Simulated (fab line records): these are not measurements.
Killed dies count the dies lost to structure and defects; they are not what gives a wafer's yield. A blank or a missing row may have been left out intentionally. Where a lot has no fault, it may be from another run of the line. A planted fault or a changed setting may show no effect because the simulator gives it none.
Which of the tools did it? -- flow gf180mcu -- 14 lots with 42 wafers sampled at 4 steps, on a route of 602 steps

== WHAT THE GAUGES READ, wafer by wafer ==
GF_CONTACT_OVL_MEAS_15.
lot,measured,on,CONTACT_OVL (nm)
L164,day 16 04:53,overlay-01,-7 -3 -4
L166,day 17 12:24,overlay-02,-1 1 -6
L169,day 18 10:31,overlay-01,-2 -10 -4
L171,day 19 00:47,overlay-02,-3 3 1
L172,day 19 18:31,overlay-02,0 -3 -2
L174,day 19 19:16,overlay-01,4 6 2
L173,day 19 19:55,overlay-02,13 11 11
L175,day 20 10:52,overlay-01,0 7 11
L177,day 21 10:06,overlay-02,4 0 5
L179,day 21 23:52,overlay-02,-6 1 7
L181,day 22 04:58,overlay-02,2 6 -4
L182,day 22 14:13,overlay-02,11 3 13
L185,day 23 07:46,overlay-02,1 5 1
L187,day 23 19:58,overlay-02,4 6 4

GF_M1_CD_MEAS_14: the cd target is 230 nm.
lot,measured,on,cd_nm (nm)
L164,day 17 04:20,cd_sem-01,232.0 231.1 231.7
L166,day 18 13:08,cd_sem-01,228.1 228.9 228.2
L169,day 19 11:29,cd_sem-02,231.4 230.6 231.7
L171,day 20 02:43,cd_sem-02,231.9 230.2 232.0
L172,day 20 19:56,cd_sem-01,231.4 231.1 231.1
L174,day 20 20:38,cd_sem-01,231.2 232.4 231.5
L173,day 20 21:34,cd_sem-01,232.2 231.7 232.7
L175,day 21 12:17,cd_sem-02,230.2 229.2 229.1
L177,day 22 10:38,cd_sem-02,230.2 231.0 229.1
L179,day 23 00:34,cd_sem-01,229.5 229.3 229.4
L181,day 23 05:10,cd_sem-01,231.0 231.8 230.3
L182,day 23 14:47,cd_sem-01,229.4 230.6 230.6
L185,day 24 06:56,cd_sem-02,228.4 228.2 228.7
L187,day 24 19:30,cd_sem-02,230.4 228.9 229.5

== WHICH TOOL RAN EACH LOT (tool, then ch and the chambers of the sampled wafers, then the start) ==
lot,GF_M1_SPUTTER_00,GF_M1_SPUTTER_02
L164,"pvd_sputter-02, day 16 06:03","pvd_sputter-02, day 16 06:11"
L166,"pvd_sputter-02, day 17 13:35","pvd_sputter-02, day 17 13:43"
L169,"pvd_sputter-01, day 18 11:41","pvd_sputter-01, day 18 11:49"
L171,"pvd_sputter-01, day 19 01:57","pvd_sputter-01, day 19 02:05"
L172,"pvd_sputter-01, day 19 19:42","pvd_sputter-01, day 19 19:50"
L174,"pvd_sputter-01, day 19 20:28","pvd_sputter-01, day 19 20:35"
L173,"pvd_sputter-04, day 19 21:06","pvd_sputter-04, day 19 21:14"
L175,"pvd_sputter-01, day 20 12:04","pvd_sputter-01, day 20 12:11"
L177,"pvd_sputter-01, day 21 11:23","pvd_sputter-01, day 21 11:31"
L179,"pvd_sputter-02, day 22 01:09","pvd_sputter-02, day 22 01:17"
L181,"pvd_sputter-01, day 22 06:15","pvd_sputter-01, day 22 06:23"
L182,"pvd_sputter-01, day 22 15:25","pvd_sputter-01, day 22 15:32"
L185,"pvd_sputter-02, day 23 08:57","pvd_sputter-02, day 23 09:05"
L187,"pvd_sputter-02, day 23 21:08","pvd_sputter-02, day 23 21:16"
- GF_M1_SPUTTER_00: material Ti, target thk 37.5 nm, time 150 s.
- GF_M1_SPUTTER_02: material AlCu, target thk 450 nm, time 23.9 s.

== WHAT THE TOOLS THEMSELVES READ (means of the sampled wafers that have a number; where no wafer has one, the mark that the record gives instead) ==
GF_M1_SPUTTER_00.
lot,tool,chamber_pressure_pa (Pa),throttle_valve_pct (%)
L164,pvd_sputter-02,2.001,29.7
L166,pvd_sputter-02,1.999,30.0
L169,pvd_sputter-01,2.000,29.2
L171,pvd_sputter-01,1.998,29.8
L172,pvd_sputter-01,1.996,28.3
L174,pvd_sputter-01,2.001,29.7
L173,pvd_sputter-04,2.001,29.8
L175,pvd_sputter-01,2.004,30.2
L177,pvd_sputter-01,2.000,29.6
L179,pvd_sputter-02,1.997,30.3
L181,pvd_sputter-01,2.000,29.2
L182,pvd_sputter-01,1.997,29.2
L185,pvd_sputter-02,2.001,30.1
L187,pvd_sputter-02,1.999,30.4

GF_M1_SPUTTER_02.
lot,tool,chamber_pressure_pa (Pa),throttle_valve_pct (%)
L164,pvd_sputter-02,0.3997,29.8
L166,pvd_sputter-02,0.4000,29.9
L169,pvd_sputter-01,0.3996,29.2
L171,pvd_sputter-01,0.3998,29.8
L172,pvd_sputter-01,0.3999,28.5
L174,pvd_sputter-01,0.3995,29.7
L173,pvd_sputter-04,0.3998,29.9
L175,pvd_sputter-01,0.4004,30.3
L177,pvd_sputter-01,0.3997,29.8
L179,pvd_sputter-02,0.3995,30.4
L181,pvd_sputter-01,0.4078,28.7
L182,pvd_sputter-01,0.4062,29.1
L185,pvd_sputter-02,0.3997,29.9
L187,pvd_sputter-02,0.4002,30.4

== THE ANSWER, worked out from the rows above alone ==
Rule: usual is defined by the lots themselves. The widest of any qualifying gaps counts: lots, ordered by their means at a reading, are off when they make up no more than a third of the lots, leave a main group of 4 or more, and stand apart from it by 3 or more times the standard deviation of that group's means. A main group whose means are all the same, to the digits that the tables above print for the reading, isn't used. A lot without any number at a reading at which 4 lots or more have one is off too. All remaining lots with rows at the step are treated as sound. First the gauges in route order, then the tools' own readings, where a lot's mean is used as printed above. At the first step where some lot is off, the reading lying furthest off is the one used; lots without a number count as furthest.
Off: L181, L182 (GF_M1_SPUTTER_02, chamber_pressure_pa). Mean 0.3998 Pa and standard deviation 0.00026 in the main group.
A tool fits if, at that step or a process step before it, it ran every lot that is off, and no sound lot after the first of them. One candidate fits, namely pvd_sputter-01 at GF_M1_SPUTTER_00 and GF_M1_SPUTTER_02. At GF_M1_SPUTTER_00 its last sound lot is L177 (day 21 11:23), its first lot that is off L181 (day 22 06:15): a fault that began between those two fits.

== WHAT HAD BEEN PUT IN BY THE SIMULATOR ==
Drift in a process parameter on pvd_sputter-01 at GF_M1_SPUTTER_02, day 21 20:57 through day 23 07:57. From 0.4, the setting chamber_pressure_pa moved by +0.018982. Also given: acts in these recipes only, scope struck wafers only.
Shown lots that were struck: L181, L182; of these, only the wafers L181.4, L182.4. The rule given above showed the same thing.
